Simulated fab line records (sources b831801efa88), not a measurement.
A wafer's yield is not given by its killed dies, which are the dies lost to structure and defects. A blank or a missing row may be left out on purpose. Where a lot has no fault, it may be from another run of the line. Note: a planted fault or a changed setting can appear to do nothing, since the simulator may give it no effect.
fab line records || flow sky130
record: {"lots": 14, "wafers": 42, "lastDay": 50}
route steps=708 shown CAPM@550
lots that met no fault: taken from a fault-free run of the same line
startH: start of the lot's first displayed wafer, in hours after the record's first day || waitH: hours since the lot's step before || " the same as in the row above || L1.1+2: several wafers, shown together as one row || - no value, or no start was given || * or withheld: withheld || < > ~ a bound
route shown NAME@n: a module of which the file shows steps, and the number in the route of the first || usual: average and standard deviation across the fault-free wafers || same: alike in all rows || chamber/n: place in a boat || sites: readings site by site || _std_site: the values' standard deviation || _edge_site: mean of outer sites minus mean of inner sites || radiusMm: for every site, how far away it sits from the centre of the wafer || mask NAME#n: copy n || behind: the tool/chamber that last shaped the wafer || hold: why the lot went on hold/how many hours it stayed there/how the hold came to an end || device: the transistor (n, p or np) that didn't switch || end of line: the tests these same wafers got at the end of their route || for a step that has no rows: nothing shown but its recipe || killed: at the first sort, the dies lost to defects and structure; wafer yield is something else || map: shows each die of a wafer: x if killed, . if not, _ if none is there
set.NAME: the setting that was run; set.NAME@STEP: the one run at that earlier step || model.NAME: the simulator's own value behind a step, which no gauge read
route steps across a sampled set of lots; one table per step, one row per wafer
services: the hour from which a tool's chamber was out of use, counted from the record's first day as startH (under 0 if before that day), plus the number of hours and why
== steps ==
step: SKY_CAPM_METAL_ETCH_13
recipe: {"targetDepthNm": 220, "stopOn": "SiO2", "chemistry": "Cl2/BCl3", "target": "TiN", "pressureMtorr": 10, "icpW": 900, "biasW": 48.5, "Cl2_flow_sccm": 60, "bcl3FlowSccm": 30, "timeS": 62.9}
usual: {"chamberPressureMTorr": "10.001/0.01", "drypumpMotorCurrentA": "5.8/0.5", "oesProductAu": "0.941/0.0089", "throttleValvePct": "21.902/0.011"}
{"lot.wafer": "L490.1", "tool": "rieMetal-01", "chamber": 0, "startH": 876.13, "waitH": 0.0, "chamberPressureMTorr": 10.014, "drypumpMotorCurrentA": 6.2, "oesProductAu": 0.946, "rfHoursCounterH": 10, "throttleValvePct": 21.888}
{"lot.wafer": "L490.2", "tool": "rieMetal-01", "chamber": 1, "startH": 876.13, "waitH": 0.0, "chamberPressureMTorr": 10.007, "drypumpMotorCurrentA": 5.0, "oesProductAu": 0.952, "rfHoursCounterH": 11, "throttleValvePct": 21.897}
{"lot.wafer": "L490.3", "tool": "rieMetal-01", "chamber": 0, "startH": 876.13, "waitH": 0.0, "chamberPressureMTorr": 9.996, "drypumpMotorCurrentA": 6.1, "oesProductAu": 0.951, "rfHoursCounterH": "-", "throttleValvePct": 21.882}
{"lot.wafer": "L492.3", "tool": "rieMetal-04", "chamber": 0, "startH": 898.26, "waitH": 0.1, "chamberPressureMTorr": 10.012, "drypumpMotorCurrentA": 5.5, "oesProductAu": 0.940, "rfHoursCounterH": "-", "throttleValvePct": 21.902}
{"lot.wafer": "L492.4", "tool": "rieMetal-04", "chamber": 0, "startH": 898.26, "waitH": 0.1, "chamberPressureMTorr": 10.004, "drypumpMotorCurrentA": 5.5, "oesProductAu": 0.946, "rfHoursCounterH": "-", "throttleValvePct": 21.909}
{"lot.wafer": "L492.5", "tool": "rieMetal-04", "chamber": 0, "startH": 898.26, "waitH": 0.1, "chamberPressureMTorr": 10.016, "drypumpMotorCurrentA": 5.5, "oesProductAu": 0.936, "rfHoursCounterH": "-", "throttleValvePct": 21.915}
{"lot.wafer": "L494.1", "tool": "rieMetal-03", "chamber": 0, "startH": 914.18, "waitH": 0.0, "chamberPressureMTorr": 10.000, "drypumpMotorCurrentA": 6.4, "oesProductAu": 0.936, "rfHoursCounterH": 5, "throttleValvePct": 21.910}
{"lot.wafer": "L494.3", "tool": "rieMetal-03", "chamber": 0, "startH": 914.18, "waitH": 0.0, "chamberPressureMTorr": 9.996, "drypumpMotorCurrentA": 6.5, "oesProductAu": 0.919, "rfHoursCounterH": "-", "throttleValvePct": 21.912}
{"lot.wafer": "L494.6", "tool": "rieMetal-03", "chamber": 0, "startH": 914.18, "waitH": 0.0, "chamberPressureMTorr": 9.988, "drypumpMotorCurrentA": 6.5, "oesProductAu": 0.939, "rfHoursCounterH": "-", "throttleValvePct": 21.910}
{"lot.wafer": "L498.4", "tool": "rieMetal-04", "chamber": 0, "startH": 933.57, "waitH": 0.0, "chamberPressureMTorr": 9.985, "drypumpMotorCurrentA": 5.5, "oesProductAu": 0.942, "rfHoursCounterH": "-", "throttleValvePct": 21.905}
{"lot.wafer": "L498.5", "tool": "rieMetal-04", "chamber": 1, "startH": 933.57, "waitH": 0.0, "chamberPressureMTorr": 10.017, "drypumpMotorCurrentA": 5.5, "oesProductAu": 0.956, "rfHoursCounterH": "-", "throttleValvePct": 21.899}
{"lot.wafer": "L498.6", "tool": "rieMetal-04", "chamber": 0, "startH": 933.57, "waitH": 0.0, "chamberPressureMTorr": 9.996, "drypumpMotorCurrentA": 5.5, "oesProductAu": 0.939, "rfHoursCounterH": "-", "throttleValvePct": 21.910}
{"lot.wafer": "L499.2", "tool": "rieMetal-03", "chamber": 0, "startH": 941.36, "waitH": 0.0, "chamberPressureMTorr": 9.986, "drypumpMotorCurrentA": 6.5, "oesProductAu": 0.938, "rfHoursCounterH": 7, "throttleValvePct": 21.912}
{"lot.wafer": "L499.3", "tool": "rieMetal-03", "chamber": 1, "startH": 941.36, "waitH": 0.0, "chamberPressureMTorr": 10.002, "drypumpMotorCurrentA": 6.1, "oesProductAu": 0.953, "rfHoursCounterH": "-", "throttleValvePct": 21.880}
{"lot.wafer": "L499.5", "tool": "rieMetal-03", "chamber": 1, "startH": 941.36, "waitH": 0.0, "chamberPressureMTorr": 9.995, "drypumpMotorCurrentA": 6.0, "oesProductAu": 0.934, "rfHoursCounterH": "-", "throttleValvePct": 21.891}
{"lot.wafer": "L502.2", "tool": "rieMetal-01", "chamber": 1, "startH": 969.41, "waitH": 0.0, "chamberPressureMTorr": 9.994, "drypumpMotorCurrentA": 5.0, "oesProductAu": 0.934, "rfHoursCounterH": 15, "throttleValvePct": 21.906}
{"lot.wafer": "L502.3", "tool": "rieMetal-01", "chamber": 0, "startH": 969.41, "waitH": 0.0, "chamberPressureMTorr": 10.008, "drypumpMotorCurrentA": 6.2, "oesProductAu": 0.945, "rfHoursCounterH": "-", "throttleValvePct": 21.894}
{"lot.wafer": "L502.4", "tool": "rieMetal-01", "chamber": 1, "startH": 969.41, "waitH": 0.0, "chamberPressureMTorr": 10.015, "drypumpMotorCurrentA": 5.0, "oesProductAu": 0.939, "rfHoursCounterH": "-", "throttleValvePct": 21.908}
{"lot.wafer": "L503.1", "tool": "rieMetal-01", "chamber": 1, "startH": 974.28, "waitH": 0.0, "chamberPressureMTorr": 9.987, "drypumpMotorCurrentA": 5.0, "oesProductAu": 0.947, "rfHoursCounterH": 16, "throttleValvePct": 21.919}
{"lot.wafer": "L503.3", "tool": "rieMetal-01", "chamber": 0, "startH": 974.28, "waitH": 0.0, "chamberPressureMTorr": 10.006, "drypumpMotorCurrentA": 6.2, "oesProductAu": 0.946, "rfHoursCounterH": "-", "throttleValvePct": 21.898}
{"lot.wafer": "L503.4", "tool": "rieMetal-01", "chamber": 1, "startH": 974.28, "waitH": 0.0, "chamberPressureMTorr": 9.984, "drypumpMotorCurrentA": 5.0, "oesProductAu": 0.930, "rfHoursCounterH": "-", "throttleValvePct": 21.891}
{"lot.wafer": "L504.1", "tool": "rieMetal-04", "chamber": 0, "startH": 975.53, "waitH": 0.0, "chamberPressureMTorr": 10.002, "drypumpMotorCurrentA": 5.5, "oesProductAu": 0.938, "rfHoursCounterH": 6, "throttleValvePct": 21.903}
{"lot.wafer": "L504.4", "tool": "rieMetal-04", "chamber": 0, "startH": 975.53, "waitH": 0.0, "chamberPressureMTorr": 9.998, "drypumpMotorCurrentA": 5.5, "oesProductAu": 0.935, "rfHoursCounterH": "-", "throttleValvePct": 21.896}
{"lot.wafer": "L504.6", "tool": "rieMetal-04", "chamber": 0, "startH": 975.53, "waitH": 0.0, "chamberPressureMTorr": 10.008, "drypumpMotorCurrentA": 5.5, "oesProductAu": 0.937, "rfHoursCounterH": "-", "throttleValvePct": 21.907}
{"lot.wafer": "L507.3", "tool": "rieMetal-04", "chamber": 0, "startH": 992.03, "waitH": 0.0, "chamberPressureMTorr": 9.997, "drypumpMotorCurrentA": 5.5, "oesProductAu": 0.937, "rfHoursCounterH": "-", "throttleValvePct": 21.890}
{"lot.wafer": "L507.5", "tool": "rieMetal-04", "chamber": 1, "startH": 992.03, "waitH": 0.0, "chamberPressureMTorr": 10.011, "drypumpMotorCurrentA": 5.5, "oesProductAu": 0.966, "rfHoursCounterH": "-", "throttleValvePct": 21.884}
{"lot.wafer": "L507.6", "tool": "rieMetal-04", "chamber": 0, "startH": 992.03, "waitH": 0.0, "chamberPressureMTorr": 10.003, "drypumpMotorCurrentA": 5.5, "oesProductAu": 0.938, "rfHoursCounterH": "-", "throttleValvePct": 21.909}
{"lot.wafer": "L508.1", "tool": "rieMetal-04", "chamber": 1, "startH": 1001.28, "waitH": 0.0, "chamberPressureMTorr": 9.989, "drypumpMotorCurrentA": 5.5, "oesProductAu": 0.942, "rfHoursCounterH": 4, "throttleValvePct": 21.890}
{"lot.wafer": "L508.4", "tool": "rieMetal-04", "chamber": 1, "startH": 1001.28, "waitH": 0.0, "chamberPressureMTorr": 10.009, "drypumpMotorCurrentA": 5.5, "oesProductAu": 0.952, "rfHoursCounterH": "-", "throttleValvePct": 21.901}
{"lot.wafer": "L508.5", "tool": "rieMetal-04", "chamber": 0, "startH": 1001.28, "waitH": 0.0, "chamberPressureMTorr": 10.009, "drypumpMotorCurrentA": 5.5, "oesProductAu": 0.937, "rfHoursCounterH": "-", "throttleValvePct": 21.913}
{"lot.wafer": "L509.3", "tool": "rieMetal-03", "chamber": 1, "startH": 1009.95, "waitH": 0.0, "chamberPressureMTorr": 10.009, "drypumpMotorCurrentA": 6.0, "oesProductAu": 0.927, "rfHoursCounterH": "-", "throttleValvePct": 21.906}
{"lot.wafer": "L509.4", "tool": "rieMetal-03", "chamber": 0, "startH": 1009.95, "waitH": 0.0, "chamberPressureMTorr": 10.018, "drypumpMotorCurrentA": 6.5, "oesProductAu": 0.932, "rfHoursCounterH": "-", "throttleValvePct": 21.910}
{"lot.wafer": "L509.5", "tool": "rieMetal-03", "chamber": 0, "startH": 1009.95, "waitH": 0.0, "chamberPressureMTorr": 10.017, "drypumpMotorCurrentA": 6.5, "oesProductAu": 0.944, "rfHoursCounterH": "-", "throttleValvePct": 21.895}
{"lot.wafer": "L510.1", "tool": "rieMetal-03", "chamber": 1, "startH": 1015.70, "waitH": 0.0, "chamberPressureMTorr": 10.008, "drypumpMotorCurrentA": 6.0, "oesProductAu": 0.934, "rfHoursCounterH": 16, "throttleValvePct": 21.905}
{"lot.wafer": "L510.3", "tool": "rieMetal-03", "chamber": 0, "startH": 1015.70, "waitH": 0.0, "chamberPressureMTorr": 10.008, "drypumpMotorCurrentA": 6.5, "oesProductAu": 0.953, "rfHoursCounterH": "-", "throttleValvePct": 21.909}
{"lot.wafer": "L510.6", "tool": "rieMetal-03", "chamber": 1, "startH": 1015.70, "waitH": 0.0, "chamberPressureMTorr": 10.010, "drypumpMotorCurrentA": 6.0, "oesProductAu": 0.933, "rfHoursCounterH": "-", "throttleValvePct": 21.907}
{"lot.wafer": "L511.1", "tool": "rieMetal-03", "chamber": 1, "startH": 1022.73, "waitH": 0.0, "chamberPressureMTorr": 9.986, "drypumpMotorCurrentA": 6.0, "oesProductAu": 0.911, "rfHoursCounterH": 16, "throttleValvePct": 21.908}
{"lot.wafer": "L511.3", "tool": "rieMetal-03", "chamber": 1, "startH": 1022.73, "waitH": 0.0, "chamberPressureMTorr": 9.992, "drypumpMotorCurrentA": 6.0, "oesProductAu": 0.929, "rfHoursCounterH": "-", "throttleValvePct": 21.893}
{"lot.wafer": "L511.6", "tool": "rieMetal-03", "chamber": 1, "startH": 1022.73, "waitH": 0.0, "chamberPressureMTorr": 10.010, "drypumpMotorCurrentA": 6.0, "oesProductAu": 0.929, "rfHoursCounterH": "-", "throttleValvePct": 21.903}
{"lot.wafer": "L513.1", "tool": "rieMetal-03", "chamber": 0, "startH": 1031.65, "waitH": 0.0, "chamberPressureMTorr": 9.981, "drypumpMotorCurrentA": 6.5, "oesProductAu": 0.933, "rfHoursCounterH": 11, "throttleValvePct": 21.888}
{"lot.wafer": "L513.3", "tool": "rieMetal-03", "chamber": 0, "startH": 1031.65, "waitH": 0.0, "chamberPressureMTorr": 10.005, "drypumpMotorCurrentA": 6.5, "oesProductAu": 0.936, "rfHoursCounterH": "-", "throttleValvePct": 21.890}
{"lot.wafer": "L513.6", "tool": "rieMetal-03", "chamber": 0, "startH": 1031.65, "waitH": 0.0, "chamberPressureMTorr": 9.987, "drypumpMotorCurrentA": 6.5, "oesProductAu": 0.963, "rfHoursCounterH": "-", "throttleValvePct": 21.885}
step: SKY_CAPM_STRIP_14
recipe: {"chemistry": "O2/N2", "powerW": 1400, "pressureMtorr": 1500, "platenTempC": "withheld", "o2FlowSccm": 3000, "n2FlowSccm": 300, "overashFraction": 0.5}
usual: {"chamberPressureMTorr": "1499.6/1.4", "drypumpMotorCurrentA": "6.06/0.2", "oesProductAu": "0.710/0.0048", "stripTimeToEndpointS": "12.67/0.045"}
{"lot.wafer": "L490.1", "tool": "plasmaAsher-01", "chamber": 1, "startH": 876.20, "waitH": 0.1, "chamberPressureMTorr": 1499.6, "drypumpMotorCurrentA": 6.18, "oesProductAu": 0.703, "rfHoursCounterH": 98, "stripTimeToEndpointS": 12.64}
{"lot.wafer": "L490.2", "tool": "plasmaAsher-01", "chamber": 0, "startH": 876.20, "waitH": 0.1, "chamberPressureMTorr": 1499.2, "drypumpMotorCurrentA": 6.13, "oesProductAu": 0.710, "rfHoursCounterH": 98, "stripTimeToEndpointS": 12.64}
{"lot.wafer": "L490.3", "tool": "plasmaAsher-01", "chamber": 0, "startH": 876.20, "waitH": 0.1, "chamberPressureMTorr": 1499.3, "drypumpMotorCurrentA": 6.12, "oesProductAu": 0.708, "rfHoursCounterH": "-", "stripTimeToEndpointS": 12.63}
{"lot.wafer": "L492.3", "tool": "plasmaAsher-02", "chamber": 0, "startH": 898.40, "waitH": 0.1, "chamberPressureMTorr": 1499.2, "drypumpMotorCurrentA": 5.99, "oesProductAu": 0.712, "rfHoursCounterH": "-", "stripTimeToEndpointS": 12.71}
{"lot.wafer": "L492.4", "tool": "plasmaAsher-02", "chamber": 1, "startH": 898.40, "waitH": 0.1, "chamberPressureMTorr": 1498.7, "drypumpMotorCurrentA": 6.26, "oesProductAu": 0.710, "rfHoursCounterH": "-", "stripTimeToEndpointS": 12.66}
{"lot.wafer": "L492.5", "tool": "plasmaAsher-02", "chamber": 1, "startH": 898.40, "waitH": 0.1, "chamberPressureMTorr": 1501.4, "drypumpMotorCurrentA": 6.25, "oesProductAu": 0.718, "rfHoursCounterH": "-", "stripTimeToEndpointS": 12.61}
{"lot.wafer": "L494.1", "tool": "plasmaAsher-02", "chamber": 0, "startH": 914.25, "waitH": 0.1, "chamberPressureMTorr": 1497.3, "drypumpMotorCurrentA": 6.00, "oesProductAu": 0.710, "rfHoursCounterH": 18, "stripTimeToEndpointS": 12.72}
{"lot.wafer": "L494.3", "tool": "plasmaAsher-02", "chamber": 0, "startH": 914.25, "waitH": 0.1, "chamberPressureMTorr": 1497.8, "drypumpMotorCurrentA": 5.99, "oesProductAu": 0.702, "rfHoursCounterH": "-", "stripTimeToEndpointS": 11.59}
{"lot.wafer": "L494.6", "tool": "plasmaAsher-02", "chamber": 0, "startH": 914.25, "waitH": 0.1, "chamberPressureMTorr": 1496.7, "drypumpMotorCurrentA": 6.04, "oesProductAu": 0.696, "rfHoursCounterH": "-", "stripTimeToEndpointS": 11.59}
{"lot.wafer": "L498.4", "tool": "plasmaAsher-04", "chamber": 0, "startH": 933.66, "waitH": 0.1, "chamberPressureMTorr": 1499.8, "drypumpMotorCurrentA": 6.07, "oesProductAu": 0.710, "rfHoursCounterH": "-", "stripTimeToEndpointS": 12.67}
{"lot.wafer": "L498.5", "tool": "plasmaAsher-04", "chamber": 1, "startH": 933.66, "waitH": 0.1, "chamberPressureMTorr": 1495.4, "drypumpMotorCurrentA": 5.65, "oesProductAu": 0.709, "rfHoursCounterH": "-", "stripTimeToEndpointS": 12.59}
{"lot.wafer": "L498.6", "tool": "plasmaAsher-04", "chamber": 0, "startH": 933.66, "waitH": 0.1, "chamberPressureMTorr": 1498.8, "drypumpMotorCurrentA": 6.10, "oesProductAu": 0.715, "rfHoursCounterH": "-", "stripTimeToEndpointS": 12.66}
{"lot.wafer": "L499.2", "tool": "plasmaAsher-02", "chamber": 1, "startH": 941.43, "waitH": 0.1, "chamberPressureMTorr": 1502.2, "drypumpMotorCurrentA": 6.27, "oesProductAu": 0.717, "rfHoursCounterH": 21, "stripTimeToEndpointS": 12.61}
{"lot.wafer": "L499.3", "tool": "plasmaAsher-02", "chamber": 0, "startH": 941.43, "waitH": 0.1, "chamberPressureMTorr": 1500.7, "drypumpMotorCurrentA": 5.98, "oesProductAu": 0.701, "rfHoursCounterH": "-", "stripTimeToEndpointS": 11.51}
{"lot.wafer": "L499.5", "tool": "plasmaAsher-02", "chamber": 1, "startH": 941.43, "waitH": 0.1, "chamberPressureMTorr": 1499.2, "drypumpMotorCurrentA": 6.26, "oesProductAu": 0.703, "rfHoursCounterH": "-", "stripTimeToEndpointS": 11.51}
{"lot.wafer": "L502.2", "tool": "plasmaAsher-02", "chamber": 0, "startH": 969.48, "waitH": 0.1, "chamberPressureMTorr": 1499.2, "drypumpMotorCurrentA": 6.00, "oesProductAu": 0.717, "rfHoursCounterH": 25, "stripTimeToEndpointS": 12.63}
{"lot.wafer": "L502.3", "tool": "plasmaAsher-02", "chamber": 1, "startH": 969.48, "waitH": 0.1, "chamberPressureMTorr": 1499.5, "drypumpMotorCurrentA": 6.25, "oesProductAu": 0.712, "rfHoursCounterH": "-", "stripTimeToEndpointS": 12.57}
{"lot.wafer": "L502.4", "tool": "plasmaAsher-02", "chamber": 0, "startH": 969.48, "waitH": 0.1, "chamberPressureMTorr": 1500.3, "drypumpMotorCurrentA": 5.98, "oesProductAu": 0.700, "rfHoursCounterH": "-", "stripTimeToEndpointS": 12.61}
{"lot.wafer": "L503.1", "tool": "plasmaAsher-02", "chamber": 0, "startH": 974.35, "waitH": 0.1, "chamberPressureMTorr": 1500.6, "drypumpMotorCurrentA": 6.01, "oesProductAu": 0.705, "rfHoursCounterH": 26, "stripTimeToEndpointS": 12.66}
{"lot.wafer": "L503.3", "tool": "plasmaAsher-02", "chamber": 1, "startH": 974.35, "waitH": 0.1, "chamberPressureMTorr": 1500.5, "drypumpMotorCurrentA": 6.26, "oesProductAu": 0.715, "rfHoursCounterH": "-", "stripTimeToEndpointS": 12.67}
{"lot.wafer": "L503.4", "tool": "plasmaAsher-02", "chamber": 0, "startH": 974.35, "waitH": 0.1, "chamberPressureMTorr": 1501.7, "drypumpMotorCurrentA": 5.98, "oesProductAu": 0.713, "rfHoursCounterH": "-", "stripTimeToEndpointS": 12.68}
{"lot.wafer": "L504.1", "tool": "plasmaAsher-02", "chamber": 1, "startH": 975.60, "waitH": 0.1, "chamberPressureMTorr": 1501.5, "drypumpMotorCurrentA": 6.25, "oesProductAu": 0.708, "rfHoursCounterH": 26, "stripTimeToEndpointS": 12.68}
{"lot.wafer": "L504.4", "tool": "plasmaAsher-02", "chamber": 1, "startH": 975.60, "waitH": 0.1, "chamberPressureMTorr": 1500.8, "drypumpMotorCurrentA": 6.25, "oesProductAu": 0.707, "rfHoursCounterH": "-", "stripTimeToEndpointS": 12.64}
{"lot.wafer": "L504.6", "tool": "plasmaAsher-02", "chamber": 0, "startH": 975.60, "waitH": 0.1, "chamberPressureMTorr": 1500.0, "drypumpMotorCurrentA": 6.01, "oesProductAu": 0.713, "rfHoursCounterH": "-", "stripTimeToEndpointS": 12.71}
{"lot.wafer": "L507.3", "tool": "plasmaAsher-01", "chamber": 0, "startH": 992.12, "waitH": 0.1, "chamberPressureMTorr": 1497.7, "drypumpMotorCurrentA": 6.09, "oesProductAu": 0.708, "rfHoursCounterH": "-", "stripTimeToEndpointS": 12.68}
{"lot.wafer": "L507.5", "tool": "plasmaAsher-01", "chamber": 1, "startH": 992.12, "waitH": 0.1, "chamberPressureMTorr": 1497.5, "drypumpMotorCurrentA": 6.20, "oesProductAu": 0.714, "rfHoursCounterH": "-", "stripTimeToEndpointS": 12.64}
{"lot.wafer": "L507.6", "tool": "plasmaAsher-01", "chamber": 0, "startH": 992.12, "waitH": 0.1, "chamberPressureMTorr": 1501.6, "drypumpMotorCurrentA": 6.16, "oesProductAu": 0.705, "rfHoursCounterH": "-", "stripTimeToEndpointS": 12.69}
{"lot.wafer": "L508.1", "tool": "plasmaAsher-01", "chamber": 0, "startH": 1001.35, "waitH": 0.1, "chamberPressureMTorr": 1497.0, "drypumpMotorCurrentA": 6.12, "oesProductAu": 0.706, "rfHoursCounterH": 112, "stripTimeToEndpointS": 12.71}
{"lot.wafer": "L508.4", "tool": "plasmaAsher-01", "chamber": 1, "startH": 1001.35, "waitH": 0.1, "chamberPressureMTorr": 1501.2, "drypumpMotorCurrentA": 6.25, "oesProductAu": 0.702, "rfHoursCounterH": "-", "stripTimeToEndpointS": 12.68}
{"lot.wafer": "L508.5", "tool": "plasmaAsher-01", "chamber": 1, "startH": 1001.35, "waitH": 0.1, "chamberPressureMTorr": 1500.5, "drypumpMotorCurrentA": 6.24, "oesProductAu": 0.711, "rfHoursCounterH": "-", "stripTimeToEndpointS": 12.74}
{"lot.wafer": "L509.3", "tool": "plasmaAsher-02", "chamber": 1, "startH": 1010.04, "waitH": 0.1, "chamberPressureMTorr": 1500.8, "drypumpMotorCurrentA": 6.25, "oesProductAu": 0.708, "rfHoursCounterH": "-", "stripTimeToEndpointS": 12.70}
{"lot.wafer": "L509.4", "tool": "plasmaAsher-02", "chamber": 0, "startH": 1010.04, "waitH": 0.1, "chamberPressureMTorr": 1501.6, "drypumpMotorCurrentA": 5.97, "oesProductAu": 0.714, "rfHoursCounterH": "-", "stripTimeToEndpointS": 12.63}
{"lot.wafer": "L509.5", "tool": "plasmaAsher-02", "chamber": 0, "startH": 1010.04, "waitH": 0.1, "chamberPressureMTorr": 1497.6, "drypumpMotorCurrentA": 5.98, "oesProductAu": 0.704, "rfHoursCounterH": "-", "stripTimeToEndpointS": 12.67}
{"lot.wafer": "L510.1", "tool": "plasmaAsher-01", "chamber": 0, "startH": 1015.77, "waitH": 0.1, "chamberPressureMTorr": 1500.4, "drypumpMotorCurrentA": 6.17, "oesProductAu": 0.709, "rfHoursCounterH": 113, "stripTimeToEndpointS": 12.71}
{"lot.wafer": "L510.3", "tool": "plasmaAsher-01", "chamber": 1, "startH": 1015.77, "waitH": 0.1, "chamberPressureMTorr": 1499.3, "drypumpMotorCurrentA": 6.21, "oesProductAu": 0.707, "rfHoursCounterH": "-", "stripTimeToEndpointS": 12.70}
{"lot.wafer": "L510.6", "tool": "plasmaAsher-01", "chamber": 0, "startH": 1015.77, "waitH": 0.1, "chamberPressureMTorr": 1498.8, "drypumpMotorCurrentA": 6.15, "oesProductAu": 0.711, "rfHoursCounterH": "-", "stripTimeToEndpointS": 12.71}
{"lot.wafer": "L511.1", "tool": "plasmaAsher-01", "chamber": 0, "startH": 1022.80, "waitH": 0.1, "chamberPressureMTorr": 1498.7, "drypumpMotorCurrentA": 6.17, "oesProductAu": 0.701, "rfHoursCounterH": 114, "stripTimeToEndpointS": 12.70}
{"lot.wafer": "L511.3", "tool": "plasmaAsher-01", "chamber": 1, "startH": 1022.80, "waitH": 0.1, "chamberPressureMTorr": 1499.1, "drypumpMotorCurrentA": 6.24, "oesProductAu": 0.706, "rfHoursCounterH": "-", "stripTimeToEndpointS": 12.74}
{"lot.wafer": "L511.6", "tool": "plasmaAsher-01", "chamber": 0, "startH": 1022.80, "waitH": 0.1, "chamberPressureMTorr": 1498.7, "drypumpMotorCurrentA": 6.13, "oesProductAu": 0.716, "rfHoursCounterH": "-", "stripTimeToEndpointS": 12.68}
{"lot.wafer": "L513.1", "tool": "plasmaAsher-04", "chamber": 0, "startH": 1031.72, "waitH": 0.1, "chamberPressureMTorr": 1498.9, "drypumpMotorCurrentA": 6.07, "oesProductAu": 0.714, "rfHoursCounterH": 93, "stripTimeToEndpointS": 12.67}
{"lot.wafer": "L513.3", "tool": "plasmaAsher-04", "chamber": 0, "startH": 1031.72, "waitH": 0.1, "chamberPressureMTorr": 1499.6, "drypumpMotorCurrentA": 6.06, "oesProductAu": 0.709, "rfHoursCounterH": "-", "stripTimeToEndpointS": 12.59}
{"lot.wafer": "L513.6", "tool": "plasmaAsher-04", "chamber": 1, "startH": 1031.72, "waitH": 0.1, "chamberPressureMTorr": 1501.6, "drypumpMotorCurrentA": 5.65, "oesProductAu": 0.705, "rfHoursCounterH": "-", "stripTimeToEndpointS": 12.60}
== services ==
{"tool": "rieMetal-01", "chamber": "-", "startH": 854.96, "hours": 2.8, "kind": "pm"}
{"tool": "rieMetal-04", "chamber": 0, "startH": 855.65, "hours": "-", "kind": "clean"}
{"tool": "rieMetal-04", "chamber": 0, "startH": 855.65, "hours": 23.9, "kind": "scheduledDown"}
{"tool": "rieMetal-04", "chamber": 0, "startH": 855.65, "hours": 23.9, "kind": "ventCycle"}
{"tool": "plasmaAsher-04", "chamber": "-", "startH": 867.69, "hours": 0.9, "kind": "repair"}
{"tool": "plasmaAsher-04", "chamber": "-", "startH": 878.66, "hours": 1.5, "kind": "repair"}
{"tool": "rieMetal-04", "chamber": 1, "startH": 897.15, "hours": "-", "kind": "clean"}
{"tool": "rieMetal-04", "chamber": 1, "startH": 897.15, "hours": 19.4, "kind": "scheduledDown"}
{"tool": "rieMetal-04", "chamber": 1, "startH": 897.15, "hours": 19.4, "kind": "ventCycle"}
{"tool": "plasmaAsher-04", "chamber": "-", "startH": 960.96, "hours": 0.7, "kind": "repair"}
{"tool": "plasmaAsher-04", "chamber": "-", "startH": 964.69, "hours": 4.1, "kind": "repair"}
{"tool": "plasmaAsher-01", "chamber": "-", "startH": 1007.58, "hours": 1.1, "kind": "repair"}
{"tool": "rieMetal-03", "chamber": "-", "startH": 1021.09, "hours": 1.5, "kind": "repair"}
== key ==
firstSign: {"step": "SKY_CAPM_STRIP_14", "reading": "stripTimeToEndpointS", "direction": "down", "sigmas": 25, "usual": "*", "struck": "*"}
effect none on later readings
metAt SKY_CAPM_METAL_ETCH_13
struckLots L494,L499
struckWafers L494.3,L494.6,L499.3,L499.5
laterRowsLeftOut L494.3,L494.6,L499.5
sortLeftOut L494.3,L494.6,L499.3,L499.5
fault: {"kind": "processParameterDrift", "tool": "rieMetal-03", "chamber": "-", "onsetH": 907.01, "steps": "SKY_CAPM_METAL_ETCH_13", "channel": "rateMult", "offset": 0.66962, "shape": "step", "endH": 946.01, "scope": "struckWafersOnly"}
sortLeftOut: the simulated sort isn't trusted on such a fault, so these wafers' sort isn't shown, and their yield isn't known
laterRowsLeftOut: the simulator's readings of these wafers behind a module that went badly wrong aren't trusted and aren't shown, but for the sort
